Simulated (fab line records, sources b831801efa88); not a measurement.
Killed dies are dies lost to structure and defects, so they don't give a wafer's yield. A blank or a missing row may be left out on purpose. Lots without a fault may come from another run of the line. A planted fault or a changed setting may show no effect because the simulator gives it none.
A struck lot beside a sound one | flow gf180mcu | 15 steps out of a route of 602
Sound: wafers L767.3, L767.4, L767.5. Struck: wafers L766.1, L766.3, L766.5. The cause comes at the end.
At each step with rows: each side's tool, then ch and its chambers, then its first start. Under that, the readings that differ: sound wafers | struck wafers | difference of the means | sigmas: that difference in standard deviations of wafers without a fault.
alike: readings whose means differ by less than 2 such deviations, and words and numbers that are the same on both sides. not compared: withheld readings, readings that some wafer has no value for, bounds like >300 that may hide the same value, and numbers for which the record gives no deviation and whose values overlap.
The two part at a step that has a row with sigmas, a row that says differs or no value, or rows on one side only. Numbers that don't overlap but have no deviation are shown without sigmas and don't part them. A reading that every wafer of one side lacks parts them only if that side has two wafers or more.

GF_CONTACT_OVL_MEAS_15:
  sound on overlay-02, day 22 01:28; struck on overlay-01, day 21 15:05
  alike: CONTACT_OVL
GF_CONTACT_ETCH_16: etches BARC in N2/H2.
  sound on rie_diel-03 ch 0,2, day 22 01:29; struck on rie_diel-03 ch 0,1,2, day 21 15:08
  alike: drypump_motor_current_A, oes_product_au, throttle_valve_pct
then, 5 steps without rows for these wafers: GF_CONTACT_ETCH_17 (etches SiO2 in C4F8/O2/Ar, stops on CoSi2, target depth 860 nm); GF_CONTACT_STRIP_18 (strips in O2/N2); GF_CONTACT_CLEAN_19 (cleans in SPM); GF_CONTACT_CLEAN_20 (cleans in DIW); GF_CONTACT_CLEAN_21 (cleans in dHF, time 20 s).
GF_CONTACT_SPUTTER_22: material Ti, target thk 15 nm, time 80.02 s.
  sound on pvd_sputter-02, day 22 01:57; struck on pvd_sputter-04, day 21 15:36
  alike: cathode_dc_power_W, throttle_valve_pct
GF_CONTACT_SPUTTER_23: material TiN, target thk 10 nm, time 40 s.
  sound on pvd_sputter-02, day 22 02:01; struck on pvd_sputter-04, day 21 15:40
  alike: cathode_dc_power_W, throttle_valve_pct
GF_CONTACT_CVD_24: deposits W, target thk 300 nm, time 90.339 s.
  sound on cvd_w-02 ch 0,1, day 22 02:05; struck on cvd_w-01 ch 1, day 21 15:42
  alike: heater_power_w
GF_CONTACT_RS_MEAS_25: measures by four-point-probe.
  sound on film_metro-01, day 22 02:11; struck on film_metro-04, day 21 15:48
  alike: CONTACT_W_RS
GF_CONTACT_THK_MEAS_26: measures by xrf.
  sound on film_metro-01, day 22 02:17; struck on film_metro-04, day 21 15:55
  alike: CONTACT_W_THK
GF_CONTACT_CMP_27: polishes, stops on SiO2, t overpolish 15 s, target thk 0 nm.
  sound on cmp-02 ch 0,1,3, day 22 02:23; struck on cmp-01 ch 0,1, day 21 16:02
  reading                 | sound             | struck            | difference | sigmas
  head_pressure_psi (psi) | 3.488 3.507 3.503 | 2.866 2.852 2.863 | -0.639     | -85
  time_to_endpoint_s (s)  | 71.1 69.5 72.0    | 85.5 90.5 86.0    | +16.5      | +5
  alike: motor_current_A, overpolish_run_s
GF_M1_SPUTTER_00: material Ti, target thk 37.5 nm, time 150 s.
  sound on pvd_sputter-03, day 22 02:38; struck on pvd_sputter-03, day 21 16:17
  alike: cathode_dc_power_W, throttle_valve_pct
GF_PASSIVATION_PROBE_99:
  the record has rows for the sound wafers here (prober-02, day 33 11:23) and none for the struck ones

WHERE THEY PART
First at GF_CONTACT_CMP_27; last, within this record, at GF_PASSIVATION_PROBE_99.

WHY: what the simulator had put in
Process parameter drift: cmp-01, from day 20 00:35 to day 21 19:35, at GF_CONTACT_CMP_27. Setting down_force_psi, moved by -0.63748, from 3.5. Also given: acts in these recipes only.
